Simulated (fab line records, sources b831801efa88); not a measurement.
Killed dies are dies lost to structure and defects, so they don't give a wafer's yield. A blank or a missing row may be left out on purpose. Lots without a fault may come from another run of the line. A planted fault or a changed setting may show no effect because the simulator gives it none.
fab line records | flow gf180mcu | part 2 of 2: steps 29 to 40 of 40
record lots=5 wafers=15 last_day=34
route steps=602 shown VT_IMPLANT@114 MVSD@136 NWELL@137 LVPWELL@138 MVPSD@139 DUAL_GATE@141
lots that met no fault: from a run of the same line without faults
start_h: hours from the record's first day to the start of the lot's first wafer shown | wait_h: hours since the lot's step before | " the same as in the row above | L1.1+2: a row that stands for several wafers | - no value, or no start given | * or withheld: withheld | < > ~ a bound
route shown NAME@n: a module of which the file shows steps, and the number in the route of the first | usual: mean/standard deviation of fault-free wafers | same: alike in all rows | chamber/n: place in a boat | sites: the reading at each site | _std_site: their standard deviation | _edge_site: outer sites' mean less inner sites' | radius_mm: how far each site lies from the wafer's centre | mask NAME#n: copy n | behind: the tool/chamber that last shaped the wafer | hold: why the lot was held/for how many hours/how that ended | device: the transistor (n, p or np) that didn't switch | end of line: the same wafers' tests at the end of the route | a step without rows: its recipe alone | killed: dies lost to structure and defects at the first sort, not the wafer's yield | map: a wafer's dies, x killed, . not, _ none there
set.NAME: the setting as run; set.NAME@STEP: as run at that earlier step | model.NAME: the simulator's own value behind a step, which no gauge read
lots at some steps of the route; a table a step, a row a wafer
services: from which hour (start_h, from the record's first day; less than 0 if before it) a tool's chamber was out of use, for how many hours, and why
## steps
# step GF_DUAL_GATE_CLEAN_01
# recipe chemistry=dHF time_s=20 dilution=100:1 dry=ipa_marangoni
# same time_s=20
# columns lot.wafer tool chamber start_h wait_h
L081.3+4+5 wet_bench-03 1 207.51 0.0
L084.1+3+5 wet_bench-02 3 226.15 0.0
L089.3+4+6 wet_bench-04 0 260.35 0.0
L091.4+5+6 wet_bench-03 0 271.67 0.0
L097.2+5+6 wet_bench-04 0 316.78 0.0
# step GF_DUAL_GATE_OXIDATION_02
# recipe temp_c=900 ambient=O2 stabilise_s=600 purge_s=300 target_thk_a=108.87 ox_time_s=1602
# same purge_s=300
# columns lot.wafer tool chamber start_h wait_h
L081.3+4+5 furnace-01 0 207.72 0.2
L084.1+3+5 furnace-01 0 226.16 0.0
L089.3+4+6 furnace-02 0 261.51 1.2
L091.4+5+6 furnace-02 0 272.30 0.6
L097.2+5+6 furnace-02 0 316.80 0.0
# step GF_DUAL_GATE_THK_MEAS_03
# recipe reads=SiO2_of_DUAL_GATE_OXIDATION_02
# usual DUAL_GATE_OXIDATION_00_THK=11.01/0.23
# columns lot.wafer tool chamber start_h wait_h DUAL_GATE_OXIDATION_00_THK[nm]
L081.3 film_metro-01 - 209.18 0.0 10.90
L081.4 " - " " 10.92
L081.5 " - " " 11.17
L084.1 film_metro-02 - 227.61 0.0 11.43
L084.3 " - " " 11.27
L084.5 " - " " 11.18
L089.3 film_metro-01 - 262.98 0.0 10.96
L089.4 " - " " 10.97
L089.6 " - " " 11.18
L091.4 film_metro-03 - 273.78 0.0 10.87
L091.5 " - " " 10.74
L091.6 " - " " 11.04
L097.2 film_metro-02 - 318.25 0.0 11.33
L097.5 " - " " 11.14
L097.6 " - " " 11.24
# step GF_DUAL_GATE_DEHYDRATE_04
# recipe temp_c=200 time_s=60
# usual plate_temp_C=200.01/0.18
# same time_s=60
# columns lot.wafer tool chamber start_h wait_h plate_temp_C
L081.3 litho_track-01 0 217.25 8.1 199.93
L081.4 " 0 " " 200.01
L081.5 " 0 " " 200.22
L084.1 litho_track-03 0 236.42 8.8 200.00
L084.3 " 0 " " 199.98
L084.5 " 0 " " 199.85
L089.3 litho_track-03 0 272.12 9.1 200.01
L089.4 " 0 " " 200.10
L089.6 " 0 " " 200.07
L091.4 litho_track-01 0 283.18 9.4 200.16
L091.5 " 0 " " 199.90
L091.6 " 0 " " 200.18
L097.2 litho_track-01 0 328.43 10.2 200.04
L097.5 " 0 " " 200.11
L097.6 " 0 " " 199.99
# step GF_DUAL_GATE_HMDS_05
# recipe prime_time_s=60 prime_temp_c=120
# same prime_time_s=60
# columns lot.wafer tool chamber start_h wait_h
L081.3+4+5 litho_track-01 0 217.40 0.1
L084.1+3+5 litho_track-03 0 236.57 0.1
L089.3+4+6 litho_track-03 0 272.27 0.1
L091.4+5+6 litho_track-01 0 283.33 0.1
L097.2+5+6 litho_track-01 0 328.58 0.1
# step GF_DUAL_GATE_COAT_06
# recipe resist=NOVOLAK spin_rpm=3000 resist_thk_nm=1000
# usual spin_speed_rpm=2999.9/1.9
# columns lot.wafer tool chamber start_h wait_h spin_speed_rpm
L081.3 litho_track-01 0 217.55 0.1 2998.5
L081.4 " 0 " " 2996.6
L081.5 " 0 " " 2998.0
L084.1 litho_track-03 0 236.72 0.1 2999.6
L084.3 " 0 " " 2999.7
L084.5 " 0 " " 3001.6
L089.3 litho_track-03 0 272.42 0.1 2998.7
L089.4 " 0 " " 3001.8
L089.6 " 0 " " 3002.0
L091.4 litho_track-01 0 283.48 0.1 3001.0
L091.5 " 0 " " 2997.8
L091.6 " 0 " " 2999.2
L097.2 litho_track-01 0 328.73 0.1 2999.8
L097.5 " 0 " " 3003.4
L097.6 " 0 " " 3000.2
# step GF_DUAL_GATE_SOFTBAKE_07
# recipe temp_c=90 time_s=60 resist=NOVOLAK
# usual plate_temp_C=89.99/0.14
# same time_s=60
# columns lot.wafer tool chamber start_h wait_h plate_temp_C
L081.3 litho_track-01 0 217.70 0.1 89.91
L081.4 " 0 " " 89.83
L081.5 " 0 " " 89.86
L084.1 litho_track-03 0 236.87 0.1 89.88
L084.3 " 0 " " 89.87
L084.5 " 0 " " 89.98
L089.3 litho_track-03 0 272.57 0.1 90.02
L089.4 " 0 " " 90.11
L089.6 " 0 " " 90.11
L091.4 litho_track-01 0 283.63 0.1 89.93
L091.5 " 0 " " 89.92
L091.6 " 0 " " 89.87
L097.2 litho_track-01 0 328.88 0.1 90.08
L097.5 " 0 " " 89.78
L097.6 " 0 " " 89.93
# step GF_DUAL_GATE_EXPOSE_08
# recipe mask_id=Dualgate target_cd_nm=700 na=0.6 source_shape=conventional sigma_outer=0.6 dose_mj=140
# columns lot.wafer tool chamber start_h wait_h mask
L081.3+4+5 iline_stepper-02 0 - - Dualgate#0
L084.1+3+5 iline_stepper-02 0 - - Dualgate#0
L089.3+4+6 iline_stepper-02 0 - - Dualgate#0
L091.4+5+6 iline_stepper-01 0 - - Dualgate#0
L097.2+5+6 iline_stepper-02 0 - - Dualgate#0
# step GF_DUAL_GATE_PEB_09
# recipe temp_c=withheld time_s=* resist=NOVOLAK
# same time_s=*
# columns lot.wafer tool chamber start_h wait_h
L081.3+4+5 litho_track-02 0 - -
L084.1+3+5 litho_track-02 0 - -
L089.3+4+6 litho_track-01 0 - -
L091.4+5+6 litho_track-03 0 - -
L097.2+5+6 litho_track-01 0 - -
# step GF_DUAL_GATE_DEVELOP_10
# recipe develop_time_s=60 dev_temp_c=23
# usual developer_temp_C=22.99/0.11
# same develop_time_s=60
# columns lot.wafer tool chamber start_h wait_h developer_temp_C
L081.3 litho_track-02 0 226.39 0.1 22.94
L081.4 " 0 " " 23.01
L081.5 " 0 " " 23.08
L084.1 litho_track-02 0 245.84 0.1 23.20
L084.3 " 0 " " 23.21
L084.5 " 0 " " 23.27
L089.3 litho_track-01 0 282.05 0.1 22.91
L089.4 " 0 " " 22.98
L089.6 " 0 " " 23.03
L091.4 litho_track-03 0 293.89 0.1 23.02
L091.5 " 0 " " 22.84
L091.6 " 0 " " 23.11
L097.2 litho_track-01 0 339.68 0.1 22.89
L097.5 " 0 " " 22.87
L097.6 " 0 " " 22.94
# step GF_DUAL_GATE_OVL_MEAS_11
# usual DUAL_GATE_OVL=-0.8/1.6
# columns lot.wafer tool chamber start_h wait_h DUAL_GATE_OVL[nm]
L081.3 overlay-01 - 226.50 0.1 -3.0
L081.4 " - " " -3.0
L081.5 " - " " -0.7
L084.1 overlay-02 - 245.99 0.1 -0.2
L084.3 " - " " 0.5
L084.5 " - " " 0.7
L089.3 overlay-01 - 282.16 0.1 -0.1
L089.4 " - " " -0.5
L089.6 " - " " -0.4
L091.4 overlay-02 - 293.99 0.1 0.3
L091.5 " - " " 0.3
L091.6 " - " " -0.9
L097.2 overlay-01 - 339.81 0.1 -0.4
L097.5 " - " " -1.1
L097.6 " - " " -1.2
# step GF_DUAL_GATE_WET_ETCH_12
# recipe chemistry=dHF target_depth_nm=13 dry=n2_spin target=SiO2 temp_c=25 dilution=100:1 time_s=260
# same time_s=260
# columns lot.wafer tool chamber start_h wait_h
L081.3+4+5 wet_bench-04 2 226.53 0.0
L084.1+3+5 wet_bench-04 1 246.03 0.0
L089.3+4+6 wet_bench-02 3 282.19 0.0
L091.4+5+6 wet_bench-02 1 294.00 0.0
L097.2+5+6 wet_bench-04 1 339.84 0.0
## services
# columns tool chamber start_h hours kind
iline_stepper-02 - 159.59 4.4 pm
plasma_asher-01 - 165.16 21.0 repair
furnace-01 - 166.09 4.5 pm
implanter-01 - 166.10 5.1 pm
iline_stepper-01 - 201.32 4.4 pm
plasma_asher-01 - 206.98 2.8 pm
implanter-03 - 207.21 2.0 pm
iline_stepper-02 0 212.67 - calibration
iline_stepper-01 - 217.07 1.7 pm
iline_stepper-01 - 219.41 10.7 repair
implanter-01 - 224.93 3.6 pm
implanter-04 - 226.02 1.2 repair
implanter-04 - 227.98 5.7 repair
iline_stepper-01 - 229.80 22.1 repair
plasma_asher-01 - 233.93 1.1 repair
iline_stepper-02 - 251.92 1.7 pm
wet_bench-02 - 258.02 5.8 repair
implanter-01 - 266.28 2.9 repair
iline_stepper-01 - 284.29 13.7 repair
furnace-02 - 291.15 4.8 pm
litho_track-01 - 294.50 - consumable_replace:filter
implanter-01 - 300.27 1.9 repair
implanter-03 - 332.23 4.8 repair
furnace-01 - 332.81 2.8 pm
